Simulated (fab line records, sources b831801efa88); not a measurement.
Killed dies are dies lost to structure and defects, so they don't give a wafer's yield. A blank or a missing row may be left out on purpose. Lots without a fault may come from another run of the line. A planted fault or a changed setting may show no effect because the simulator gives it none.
fab line records | flow gf180mcu
record lots=6 wafers=18 last_day=33
route steps=602 shown TOP_METAL@575 PASSIVATION@587
lots that met no fault: from a run of the same line without faults
start_h: hours from the record's first day to the start of the lot's first wafer shown | wait_h: hours since the lot's step before | " the same as in the row above | L1.1+2: a row that stands for several wafers | - no value, or no start given | * or withheld: withheld | < > ~ a bound
route shown NAME@n: a module of which the file shows steps, and the number in the route of the first | usual: mean/standard deviation of fault-free wafers | same: alike in all rows | chamber/n: place in a boat | sites: the reading at each site | _std_site: their standard deviation | _edge_site: outer sites' mean less inner sites' | radius_mm: how far each site lies from the wafer's centre | mask NAME#n: copy n | behind: the tool/chamber that last shaped the wafer | hold: why the lot was held/for how many hours/how that ended | device: the transistor (n, p or np) that didn't switch | end of line: the same wafers' tests at the end of the route | a step without rows: its recipe alone | killed: dies lost to structure and defects at the first sort, not the wafer's yield | map: a wafer's dies, x killed, . not, _ none there
set.NAME: the setting as run; set.NAME@STEP: as run at that earlier step | model.NAME: the simulator's own value behind a step, which no gauge read
lots at some steps of the route; a table a step, a row a wafer
services: from which hour (start_h, from the record's first day; less than 0 if before it) a tool's chamber was out of use, for how many hours, and why
## steps
# step GF_TOP_METAL_HMDS_08
# recipe prime_time_s=60 prime_temp_c=120
# step GF_TOP_METAL_COAT_09
# recipe resist=NOVOLAK spin_rpm=3000 resist_thk_nm=1500
# step GF_TOP_METAL_SOFTBAKE_10
# recipe temp_c=90 time_s=60 resist=NOVOLAK
# step GF_TOP_METAL_EXPOSE_11
# recipe mask_id=MetalTop target_cd_nm=440 na=0.6 source_shape=conventional sigma_outer=0.6 dose_mj=170
# step GF_TOP_METAL_PEB_12
# recipe temp_c=withheld time_s=* resist=NOVOLAK
# step GF_TOP_METAL_DEVELOP_13
# recipe develop_time_s=60 dev_temp_c=23
# step GF_TOP_METAL_CD_MEAS_14
# recipe target_cd_nm=440
# usual cd_nm=440.6/2
# columns lot.wafer tool chamber start_h wait_h cd_nm
L567.2 cd_sem-02 - 646.80 0.1 439.4
L567.4 " - " " 441.8
L567.6 " - " " 439.5
L572.3 cd_sem-01 - 686.07 0.1 441.4
L572.4 " - " " 438.7
L572.6 " - " " 442.0
L581.1 cd_sem-02 - 748.42 0.1 440.0
L581.5 " - " " 441.2
L581.6 " - " " 441.1
L583.1 cd_sem-01 - 759.64 0.1 439.4
L583.2 " - " " 441.7
L583.4 " - " " 442.9
L584.1 cd_sem-02 - 763.17 0.1 441.0
L584.4 " - " " 443.8
L584.5 " - " " 443.8
L586.2 cd_sem-01 - 777.50 0.1 442.4
L586.3 " - " " 444.7
L586.4 " - " " 442.4
# step GF_TOP_METAL_OVL_MEAS_15
# usual TOP_METAL_OVL=-0.4/1.5
# columns lot.wafer tool chamber start_h wait_h TOP_METAL_OVL[nm]
L567.2 overlay-02 - 646.91 0.1 -1.8
L567.4 " - " " -2.4
L567.6 " - " " -3.7
L572.3 overlay-01 - 686.16 0.1 1.1
L572.4 " - " " 0.2
L572.6 " - " " 1.2
L581.1 overlay-01 - 748.54 0.1 1.3
L581.5 " - " " 0.2
L581.6 " - " " -0.9
L583.1 overlay-01 - 759.76 0.1 1.1
L583.2 " - " " 0.5
L583.4 " - " " 1.1
L584.1 overlay-02 - 763.29 0.1 -0.6
L584.4 " - " " 1.0
L584.5 " - " " -0.1
L586.2 overlay-02 - 777.61 0.1 0.2
L586.3 " - " " -1.6
L586.4 " - " " -1.8
# step GF_TOP_METAL_METAL_ETCH_16
# recipe chemistry=Cl2/BCl3 mask_material=NOVOLAK target_depth_nm=1197 stop_on=SiO2 pressure_mtorr=8 icp_w=800 bias_w=140 Cl2_flow_sccm=80 bcl3_flow_sccm=40 time_s=199.5
# usual bias_w=140.0/0.42 drypump_motor_current_A=5.7/0.31 mfc_cl2_sccm=80.02/0.26 oes_product_au=0.991/0.0054 throttle_valve_pct=28.228/0.0097
# columns lot.wafer tool chamber start_h wait_h bias_w drypump_motor_current_A mfc_cl2_sccm oes_product_au rf_hours_counter_h throttle_valve_pct
L567.2 rie_metal-03 0 646.94 0.0 139.4 5.5 79.90 0.992 9 28.217
L567.4 " 1 " " 139.9 6.0 80.27 0.988 - 28.225
L567.6 " 0 " " 139.4 5.5 80.10 0.995 - 28.230
L572.3 rie_metal-04 1 686.32 0.1 139.4 5.3 80.63 0.994 - 28.216
L572.4 " 1 " " 140.1 5.4 80.21 0.989 - 28.225
L572.6 " 1 " " 139.9 5.4 80.54 0.985 - 28.228
L581.1 rie_metal-02 1 748.58 0.0 140.3 5.9 80.15 0.995 2 28.211
L581.5 " 1 " " 139.9 5.9 79.92 0.999 - 28.225
L581.6 " 0 " " 140.0 5.3 79.81 0.989 - 28.224
L583.1 rie_metal-03 0 759.79 0.0 139.8 5.5 79.79 0.987 13 28.230
L583.2 " 1 " " 139.9 6.0 79.98 0.991 12 28.226
L583.4 " 1 " " 141.1 6.0 80.12 0.994 - 28.232
L584.1 rie_metal-03 0 763.33 0.0 141.0 5.5 80.17 0.990 14 28.225
L584.4 " 1 " " 140.6 6.0 80.09 0.981 - 28.244
L584.5 " 1 " " 140.9 6.0 79.93 0.984 - 28.238
L586.2 rie_metal-02 0 777.64 0.0 140.5 5.3 80.01 0.986 6 28.247
L586.3 " 1 " " 140.6 5.9 79.90 0.994 - 28.233
L586.4 " 0 " " 140.4 5.3 79.94 0.989 - 28.224
# step GF_TOP_METAL_STRIP_17
# recipe chemistry=O2/N2 power_w=1400 pressure_mtorr=1500 platen_temp_c=250 o2_flow_sccm=3000 n2_flow_sccm=300 overash_fraction=0.5
# usual drypump_motor_current_A=5.9/0.31 heater_power_w=338/43 n2_flow_sccm=300.2/0.78 oes_product_au=0.710/0.0052 strip_time_to_endpoint_s=12.91/0.087
# same overash_fraction=0.5
# columns lot.wafer tool chamber start_h wait_h drypump_motor_current_A heater_power_w n2_flow_sccm oes_product_au rf_hours_counter_h strip_time_to_endpoint_s
L567.2 plasma_asher-02 0 647.13 0.1 5.6 387 299.5 0.708 84 12.92
L567.4 " 1 " " 6.2 350 298.9 0.711 - 12.95
L567.6 " 0 " " 5.6 380 300.1 0.708 - 12.93
L572.3 plasma_asher-04 1 686.60 0.2 6.1 381 300.4 0.713 - 12.95
L572.4 " 0 " " 5.3 314 300.1 0.714 - 12.92
L572.6 " 0 " " 5.3 298 299.6 0.715 - 13.01
L581.1 plasma_asher-02 0 748.77 0.1 5.6 387 299.7 0.710 96 12.77
L581.5 " 1 " " 6.2 343 298.6 0.712 - 12.75
L581.6 " 0 " " 5.6 383 299.5 0.710 - 12.94
L583.1 plasma_asher-03 1 759.98 0.1 6.1 299 301.0 0.712 1 12.89
L583.2 " 0 " " 6.0 263 301.2 0.710 1 12.95
L583.4 " 1 " " 6.1 302 299.3 0.712 - 12.90
L584.1 plasma_asher-04 1 763.52 0.1 6.0 391 299.3 0.707 67 12.93
L584.4 " 0 " " 5.3 302 300.2 0.707 - 12.97
L584.5 " 0 " " 5.3 308 300.2 0.713 - 12.89
L586.2 plasma_asher-03 1 777.83 0.1 6.1 300 301.8 0.714 3 13.05
L586.3 " 0 " " 6.0 269 299.6 0.709 - 12.97
L586.4 " 1 " " 6.1 307 301.0 0.713 - 13.04
# step GF_TOP_METAL_STRIP_18
# recipe chemistry=post_etch_residue_remover time_s=1200 temp_c=72.5
# step GF_TOP_METAL_CLEAN_19
# recipe chemistry=DIW dry=n2_spin
# step GF_PASSIVATION_CVD_00
# recipe material=SiO2 target_thk_nm=1000 precursor=TEOS temp_c=400 time_s=111.95 rf_w=600
# usual heater_power_outer_w=361/67 heater_power_w=630/90 run_length_s=139.8/0.47
# columns lot.wafer tool chamber start_h wait_h heater_power_outer_w heater_power_w run_length_s since_wet_clean_h model.SiO2_of_PASSIVATION_CVD_00.thk_nm
L567.2 pecvd-03 1 647.69 0.0 426 706 140.0 473 964.7
L567.4 " 2 " " 214 432 140.5 - 996.2
L567.6 " 1 " " 314 574 139.7 - 1009
L572.3 pecvd-02 2 687.17 0.0 372 605 140.0 721 1016
L572.4 " 1 " " 320 606 138.6 - 997.1
L572.6 " 2 " " 287 494 140.4 - 1029
L581.1 pecvd-03 2 749.30 0.0 217 444 140.1 575 996.1
L581.5 " 0 " " 480 746 140.4 - 1011
L581.6 " 1 " " 443 708 167.4 - 1261
L583.1 pecvd-03 0 761.08 0.0 473 731 140.1 586 980.4
L583.2 " 2 " " 224 455 140.5 586 980.5
L583.4 " 1 " " 419 698 167.5 - 1240
L584.1 pecvd-02 1 764.14 0.0 440 758 138.9 798 992.6
L584.4 " 2 " " 335 551 139.6 - 1028
L584.5 " 1 " " 319 616 138.7 - 1012
L586.2 pecvd-02 1 778.98 0.0 399 742 139.1 813 990.9
L586.3 " 2 " " 311 508 140.5 813 1018
L586.4 " 1 " " 425 754 139.7 - 1011
# step GF_PASSIVATION_THK_MEAS_01
# recipe reads=SiO2_of_PASSIVATION_CVD_00
# usual PASSIVATION_CVD_00_THK=996/15
# columns lot.wafer tool chamber start_h wait_h PASSIVATION_CVD_00_THK[nm]
L567.2 film_metro-04 - 647.78 0.0 965
L567.4 " - " " 996
L567.6 " - " " 1009
L572.3 film_metro-02 - 687.27 0.1 1017
L572.4 " - " " 997
L572.6 " - " " 1029
L581.1 film_metro-01 - 749.38 0.0 996
L581.5 " - " " 1011
L581.6 " - " " 1261
L583.1 film_metro-04 - 761.16 0.0 981
L583.2 " - " " 981
L583.4 " - " " 1240
L584.1 film_metro-02 - 764.22 0.0 993
L584.4 " - " " 1028
L584.5 " - " " 1012
L586.2 film_metro-01 - 779.07 0.0 991
L586.3 " - " " 1017
L586.4 " - " " 1010
# step GF_PASSIVATION_CVD_02
# recipe material=Si3N4 target_thk_nm=700 time_s=486.18 temp_c=400 rf_w=450
# usual heater_power_outer_w=399/57 heater_power_w=687/77 run_length_s=513.9/0.48
# columns lot.wafer tool chamber start_h wait_h heater_power_outer_w heater_power_w run_length_s since_wet_clean_h
L567.2 pecvd-04 1 647.83 0.0 370 701 513.2 265
L567.4 " 1 " " 431 742 513.4 -
L567.6 " 0 " " 366 627 514.5 -
L572.3 pecvd-04 1 687.31 0.0 420 750 513.8 304
L572.4 " 1 " " 449 775 513.1 -
L572.6 " 2 " " 315 562 513.9 -
L581.1 pecvd-02 1 749.44 0.1 480 823 513.1 783
L581.5 " 2 " " 416 661 513.9 -
L581.6 " 1 " " 362 662 513.5 -
L583.1 pecvd-02 0 761.22 0.1 345 630 513.7 795
L583.2 " 1 " " 484 850 512.9 795
L583.4 " 2 " " 434 666 514.1 -
L584.1 pecvd-04 0 764.28 0.1 425 702 514.4 381
L584.4 " 2 " " 350 650 514.0 -
L584.5 " 0 " " 317 586 514.1 -
L586.2 pecvd-03 0 779.12 0.0 547 811 514.0 605
L586.3 " 1 " " 442 730 514.6 605
L586.4 " 0 " " 436 676 513.9 -
## services
# columns tool chamber start_h hours kind
plasma_asher-03 - 623.95 41.9 repair
rie_metal-02 0 647.36 - clean
rie_metal-02 0 647.36 15.5 scheduled_down
rie_metal-02 0 647.36 15.5 vent_cycle
rie_metal-04 1 655.44 - clean
pecvd-04 - 659.87 2.8 pm
plasma_asher-02 - 669.00 0.5 repair
pecvd-03 0 681.46 28.4 repair
rie_metal-02 1 683.46 - clean
rie_metal-02 1 683.46 17.9 scheduled_down
rie_metal-02 1 683.46 17.9 vent_cycle
rie_metal-03 - 693.03 14.6 pm
pecvd-04 - 698.68 0.6 repair
pecvd-04 2 706.40 6.4 repair
pecvd-04 1 717.32 4.3 repair
plasma_asher-02 - 718.73 1.2 repair
plasma_asher-03 - 733.75 9.0 pm
plasma_asher-03 0 733.75 9.0 vent_cycle
plasma_asher-03 1 733.75 9.0 vent_cycle
pecvd-02 - 736.32 1.4 repair
plasma_asher-03 - 742.75 2.8 pm
plasma_asher-03 0 742.75 - clean
plasma_asher-03 1 742.75 - clean
rie_metal-04 - 760.14 2.8 pm
## key
first_sign step=GF_PASSIVATION_CVD_00 reading=run_length_s direction=up sigmas=59 usual=* struck=*
effect step=GF_PASSIVATION_THK_MEAS_01 reading=PASSIVATION_CVD_00_THK direction=up sigmas=17 usual=996 struck=1250
model_effect step=GF_PASSIVATION_CVD_00 value=SiO2_of_PASSIVATION_CVD_00.thk_nm without=1006 struck=1251
met_at GF_PASSIVATION_CVD_00
struck_wafers L581.6,L583.4
later_rows_left_out L581.6,L583.4
sort_left_out L581.6,L583.4
onset_between 647.69 749.30
fault kind=process_parameter_drift tool=pecvd-03 chamber=1 onset_h=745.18 steps=GF_PASSIVATION_CVD_00 channel=time_s offset=* shape=step end_h=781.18 acts_in=* stated=*
# sort_left_out: the simulated sort isn't trusted on such a fault, so these wafers' sort isn't shown, and their yield isn't known
# later_rows_left_out: the simulator's readings of these wafers behind a module that went badly wrong aren't trusted and aren't shown, but for the sort
